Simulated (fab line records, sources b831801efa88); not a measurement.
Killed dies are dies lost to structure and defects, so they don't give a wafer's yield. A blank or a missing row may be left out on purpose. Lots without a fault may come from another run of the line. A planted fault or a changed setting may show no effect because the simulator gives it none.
One fault seen from 2 desks | flow gf180mcu | each desk has only its own numbers; what lay behind them comes last

THE TOOL OWNER'S DESK: implanter-04
The tool's own readings at GF_VT_IMPLANT_IMPLANT_41: means of the sampled wafers that have a number, for each lot that ran on this tool. A lot is out of limits, marked OUT, if its mean lies more than 4 standard deviations from the usual mean; the brackets give that distance.
Columns: A = beam_energy_keV at GF_VT_IMPLANT_IMPLANT_41, usual 70.002; B = tilt_deg at GF_VT_IMPLANT_IMPLANT_41, usual 6.997 degrees
lot  | first seen here | A                        | B
L411 | day 7 18:41     | 70.003                   | 7.016
L414 | day 8 22:31     | 69.981                   | 6.989
L418 | day 9 19:26     | 84.811 (+99 or more) OUT | 6.982
L421 | day 10 16:02    | 84.792 (+99 or more) OUT | 7.006
L430 | day 13 02:56    | 70.001                   | 7.029
L431 | day 13 08:01    | 70.000                   | 6.978
This desk's finding: out of limits on L418, L421; first on L418, day 9 19:26 (beam_energy_keV at GF_VT_IMPLANT_IMPLANT_41). In limits: L411, L414, L430, L431.

THE METROLOGY DESK
What the gauges read, lot by lot, whatever tool the lot ran on: means of the sampled wafers that have a number. A lot is out of limits, marked OUT, if its mean lies more than 4 standard deviations from the usual mean; the brackets give that distance.
Columns: A = VT_IMPLANT_4_TW at GF_VT_IMPLANT_TW_MEAS_43, usual 685; B = DUAL_GATE_OVL at GF_DUAL_GATE_OVL_MEAS_11, usual -0.9 nm; C = POLY_GATE_OVL at GF_POLY_GATE_OVL_MEAS_11, usual 0 nm
lot  | first seen here | A              | B    | C
L411 | day 7 18:55     | 685            | 0.0  | 1
L412 | day 7 23:26     | 687            | -3.1 | -5
L413 | day 8 07:38     | 689            | 0.8  | 8
L414 | day 8 22:46     | 679            | -0.9 | 5
L418 | day 9 19:41     | 729 (+10) OUT  | -2.4 | 4
L420 | day 10 07:59    | 687            | -0.9 | -5
L421 | day 10 16:16    | 727 (+9.6) OUT | 1.1  | -1
L423 | day 11 02:23    | 685            | -3.5 | -5
L424 | day 11 10:35    | 687            | -0.3 | 1
L426 | day 11 23:22    | 685            | -2.4 | 0
L430 | day 13 03:11    | 684            | 0.3  | 4
L431 | day 13 08:16    | 678            | -1.3 | -1
L432 | day 13 16:07    | 684            | -2.5 | 4
This desk's finding: out of limits on L418, L421; first on L418, day 9 19:41 (VT_IMPLANT_4_TW at GF_VT_IMPLANT_TW_MEAS_43). In limits: L411, L412, L413, L414, L420, L423, L424, L426, L430, L431, L432.

PUT TOGETHER
The tool owner's desk could have raised an alarm at day 9 19:26, on L418, L421.
The metrology desk could have raised an alarm at day 9 19:41, on L418, L421.
Of the lots named, all ran GF_VT_IMPLANT_IMPLANT_41 on implanter-04.

WHAT THE SIMULATOR HAD PUT IN
Process parameter drift: implanter-04, from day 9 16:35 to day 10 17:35, at GF_VT_IMPLANT_IMPLANT_41. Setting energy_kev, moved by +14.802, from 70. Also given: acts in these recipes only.
Lots struck among those shown: L418, L421.
Hours from the fault's start to each desk's first reading out of limits: the tool owner's desk, 3; the metrology desk, 3.
